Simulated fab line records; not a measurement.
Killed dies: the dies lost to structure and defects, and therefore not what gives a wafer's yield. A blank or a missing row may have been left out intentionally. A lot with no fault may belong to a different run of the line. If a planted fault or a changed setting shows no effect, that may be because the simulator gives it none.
8D (eight disciplines) problem report, filled in by code + flow gf180mcu + the parts of the form that need people (team, actions taken, sign-off) are left out

== 1. PROBLEM STATEMENT ==
Across 9 wafers from 3 lots, V3_W_RS at GF_V3_RS_MEAS_24 averages 0.414 ohm/sq, while fault-free wafers read 0.325 ohm/sq with a standard deviation of 0.0041. Relative to the usual mean, that is a shift of +22 standard deviations.
The step: measures by four-point-probe.
First seen on wafer L635.2, day 26 19:49, on film_metro-01. The record has a number at this step for 36 wafers belonging to 12 lots. The rule behind "out" and "out of limits": a value lying over 4 standard deviations away from the usual mean. All remaining wafers that have a number are taken as sound.

== 2. WHAT IT IS AND WHAT IT IS NOT ==
| question                    | is                                          | is not                                                                                 |
|-----------------------------|---------------------------------------------|----------------------------------------------------------------------------------------|
| which readings at this step | V3_W_RS                                     | -                                                                                      |
| which lots                  | L635, L636, L638                            | L623, L624, L626, L627, L631, L641, L642, L643, L644                                   |
| which wafers of those lots  | all that have a number                      | -                                                                                      |
| read on which gauges        | film_metro-01, film_metro-02, film_metro-03 | -                                                                                      |
| when                        | from day 26 19:49                           | up to then (15 sound wafers); but 12 sound wafers of L641, L642, L643, L644 came after |

== 3. THE SUSPECTS, EACH WITH WHAT RULES IT OUT ==
Counting: a tool at a process step up to the reading stays a suspect if it ran every lot that is out and no sound lot after the first of them.
- the gauge at GF_V3_RS_MEAS_24 is ruled out. Those wafers that are out were read across 3 gauges (film_metro-01, film_metro-02, film_metro-03).
- cvd_w-01 at GF_V3_CVD_23 (deposits W, target thk 350 nm, time 104.9 s): kept. All lots that are out passed through it, beginning with L635 at day 26 19:41, and no sound lot followed; its final sound lot before that point was L631 at day 25 12:37.
The count leaves cvd_w-01 at GF_V3_CVD_23.

== 4. THE CAUSE (what the simulator had put in) ==
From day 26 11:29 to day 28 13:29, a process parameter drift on cvd_w-01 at GF_V3_CVD_23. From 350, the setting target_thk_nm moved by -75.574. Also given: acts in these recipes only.
Counting left only this tool.

== 5. SEQUENCE OF EFFECTS, ordered by route ==
Each row: a reading whose mean over the struck wafers that have a number lies more than 3 standard deviations from the usual. Scope: only readings with a usual standard deviation given in the record; hours: median across lots of the time from each lot's start at the first step in this table that gives one to its start at this step; sigmas: change in usual standard deviations.
| hours | step              | reading            | usual        | on struck wafers | change | sigmas |
|-------|-------------------|--------------------|--------------|------------------|--------|--------|
| 0     | GF_V3_RS_MEAS_24  | V3_W_RS            | 0.325 ohm/sq | 0.414            | +0.089 | +22    |
| 0     | GF_V3_THK_MEAS_25 | V3_W_THK           | 349 nm       | 275              | -74    | -11    |
| 0     | GF_V3_CMP_26      | time_to_endpoint_s | 84 s         | 66               | -18    | -4.5   |
Process steps it contains:
- GF_V3_CMP_26: polishes, stops on SiO2, t overpolish 15 s, target thk 0 nm.

== 6. WHAT WOULD HAVE CAUGHT IT SOONER ==
8 hours passed between the start of the fault at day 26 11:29 and the first reading out of limits at a measuring or inspecting step in this record, taken at day 26 19:49.
Of the tool readings at GF_V3_CVD_23 for which the record gives a usual standard deviation, none was out on any struck wafer, so an alarm limit of 4 standard deviations on them would not have fired.
Among the 3 lots that are out, L636, L638 began GF_V3_CVD_23 on cvd_w-01 after day 26 19:49. A hold on the tool at that time would have spared those 2.
